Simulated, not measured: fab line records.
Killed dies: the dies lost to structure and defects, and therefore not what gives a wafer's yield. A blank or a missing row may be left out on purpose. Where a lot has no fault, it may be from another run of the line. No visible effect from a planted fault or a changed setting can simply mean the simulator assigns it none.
fab line records + flow gf180mcu
[record]
- lots = 15
- wafers = 45
- last-day = 34
route steps=602 shown MIM@503
lots with no fault: from the same line, run without faults
start-h: hours from the record's first day to the start of the lot's first wafer shown + wait-h: time in hours since the lot's previous step + " same as the row above + L1.1+2: a single row standing in for several wafers + - either no value or no given start + * or withheld: withheld + < > ~ a bound
route shown NAME@n: a module of which the file shows steps, and the number in the route of the first + usual: mean/standard deviation of fault-free wafers + same: alike in all rows + chamber/n: place in a boat + sites: the reading at each site + _std_site: standard deviation across them + _edge_site: mean of outer sites minus mean of inner sites + radius-mm: how far each site lies from the wafer's centre + mask NAME#n: copy n + behind: tool/chamber where the wafer was last shaped + hold: cause of the lot's hold/its duration in hours/its outcome + device: which transistor (n, p or np) failed to switch + end of line: tests run on the same wafers once the route is complete + a step with no rows: only its recipe + killed: at the first sort, the dies lost to defects and structure; wafer yield is something else + map: per-die view of a wafer (x killed, . not killed, _ where there is no die)
set.NAME: the setting as run; set.NAME@STEP: as run at that earlier step + model.NAME: the simulator's own value behind a step, which no gauge read
steps of the route over a sample of lots; a table a step, a row a wafer
services: from which hour (start-h, from the record's first day; less than 0 if before it) a tool's chamber was out of use, for how many hours, and why
[[steps]]
[step GF_MIM_SPUTTER_00]
[recipe]
- material = Ti
- target-thk-nm = 37.5
- arriving-ion-energy-ev = 80
- substrate-temp-c = 200
- chamber-pressure-pa = 2
- power-w = 4000
- time-s = 150
[usual]
- cathode-dc-power-W = 4000.0/0.73
- chamber-pressure-pa = 2.000/0.0038
- throttle-valve-pct = 29.9/0.85
| lot.wafer | tool           | chamber | start-h | wait-h | cathode-dc-power-W | chamber-pressure-pa | throttle-valve-pct |
|-----------|----------------|---------|---------|--------|--------------------|---------------------|--------------------|
| L466.2    | pvd-sputter-02 | -       | 571.23  | 0.1    | 3999.5             | 2.001               | 28.8               |
| L466.4    | "              | -       | "       | "      | 3999.1             | 2.000               | 28.6               |
| L466.5    | "              | -       | "       | "      | 3998.7             | 2.000               | 29.6               |
| L467.1    | pvd-sputter-02 | -       | 591.18  | 0.2    | 4000.1             | 1.999               | 30.8               |
| L467.3    | "              | -       | "       | "      | 3999.9             | 1.997               | 29.4               |
| L467.5    | "              | -       | "       | "      | 4001.0             | 1.997               | 28.7               |
| L469.1    | pvd-sputter-01 | -       | 596.50  | 0.1    | 4000.5             | 2.003               | 30.2               |
| L469.3    | "              | -       | "       | "      | 4000.2             | 2.001               | 29.7               |
| L469.5    | "              | -       | "       | "      | 3999.0             | 2.007               | 30.1               |
| L470.3    | pvd-sputter-02 | -       | 603.48  | 0.1    | 4000.0             | 2.001               | 29.7               |
| L470.5    | "              | -       | "       | "      | 4000.2             | 1.994               | 28.8               |
| L470.6    | "              | -       | "       | "      | 4000.2             | 2.000               | 31.0               |
| L471.2    | pvd-sputter-01 | -       | 616.08  | 0.2    | 4000.2             | 2.004               | 28.9               |
| L471.3    | "              | -       | "       | "      | 4000.0             | 2.001               | 29.5               |
| L471.6    | "              | -       | "       | "      | 3999.7             | 2.002               | 29.8               |
| L472.1    | pvd-sputter-02 | -       | 626.52  | 0.1    | 4000.0             | 2.000               | 31.2               |
| L472.3    | "              | -       | "       | "      | 3999.7             | 2.003               | 29.2               |
| L472.5    | "              | -       | "       | "      | 3999.2             | 2.008               | 28.9               |
| L473.1    | pvd-sputter-04 | -       | 637.19  | 0.1    | 3999.0             | 1.999               | 29.2               |
| L473.3    | "              | -       | "       | "      | 3999.7             | 2.000               | 31.5               |
| L473.5    | "              | -       | "       | "      | 3998.9             | 1.998               | 31.6               |
| L475.1    | pvd-sputter-02 | -       | 643.23  | 0.2    | 4000.3             | 1.994               | 31.0               |
| L475.2    | "              | -       | "       | "      | 4001.1             | 1.993               | 29.8               |
| L475.5    | "              | -       | "       | "      | 4000.1             | 1.994               | 31.0               |
| L476.1    | pvd-sputter-04 | -       | 658.72  | 0.2    | 3999.5             | 1.998               | 30.2               |
| L476.4    | "              | -       | "       | "      | 3998.9             | 1.993               | 29.2               |
| L476.6    | "              | -       | "       | "      | 3999.8             | 2.004               | 30.8               |
| L477.1    | pvd-sputter-02 | -       | 660.35  | 0.1    | 4000.7             | 2.000               | 30.0               |
| L477.5    | "              | -       | "       | "      | 4000.7             | 2.001               | 29.9               |
| L477.6    | "              | -       | "       | "      | 3999.3             | 1.998               | 31.1               |
| L478.1    | pvd-sputter-04 | -       | 664.13  | 0.2    | -                  | -                   | -                  |
| L478.2    | "              | -       | "       | "      | -                  | -                   | -                  |
| L478.3    | "              | -       | "       | "      | -                  | -                   | -                  |
| L479.1    | pvd-sputter-02 | -       | 666.56  | 0.1    | -                  | -                   | -                  |
| L479.4    | "              | -       | "       | "      | -                  | -                   | -                  |
| L479.6    | "              | -       | "       | "      | -                  | -                   | -                  |
| L480.2    | pvd-sputter-02 | -       | 682.88  | 0.2    | -                  | -                   | -                  |
| L480.3    | "              | -       | "       | "      | -                  | -                   | -                  |
| L480.6    | "              | -       | "       | "      | -                  | -                   | -                  |
| L481.1    | pvd-sputter-02 | -       | 685.64  | 0.2    | 3998.9             | 2.001               | 30.0               |
| L481.2    | "              | -       | "       | "      | 3999.8             | 2.000               | 28.6               |
| L481.3    | "              | -       | "       | "      | 3999.7             | 1.994               | 31.1               |
| L488.1    | pvd-sputter-01 | -       | 741.76  | 0.2    | 4000.3             | 2.000               | 29.1               |
| L488.2    | "              | -       | "       | "      | 3999.5             | 2.002               | 30.4               |
| L488.6    | "              | -       | "       | "      | 4000.8             | 2.003               | 30.3               |
[[services]]
| tool           | chamber | start-h | hours | kind   |
|----------------|---------|---------|-------|--------|
| pvd-sputter-04 | -       | 565.59  | 16.2  | repair |
| pvd-sputter-02 | -       | 573.92  | 0.5   | repair |
| pvd-sputter-04 | -       | 623.62  | 3.3   | repair |
| pvd-sputter-01 | -       | 648.08  | 17.5  | repair |
| pvd-sputter-01 | -       | 711.25  | 2.3   | repair |
[[key]]
[first-sign]
- step = GF_MIM_SPUTTER_00
- reading = tool-record
- direction = missing
effect none on later readings
met-at GF_MIM_SPUTTER_00
struck-lots L478,L479,L480
onset-between 660.35 664.13
[fault]
- kind = skipped-step-whole
- tool = pvd-sputter-02,pvd-sputter-04
- chamber = -
- onset-h = 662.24
- steps = GF_MIM_SPUTTER_00
- scope = struck-lots-only
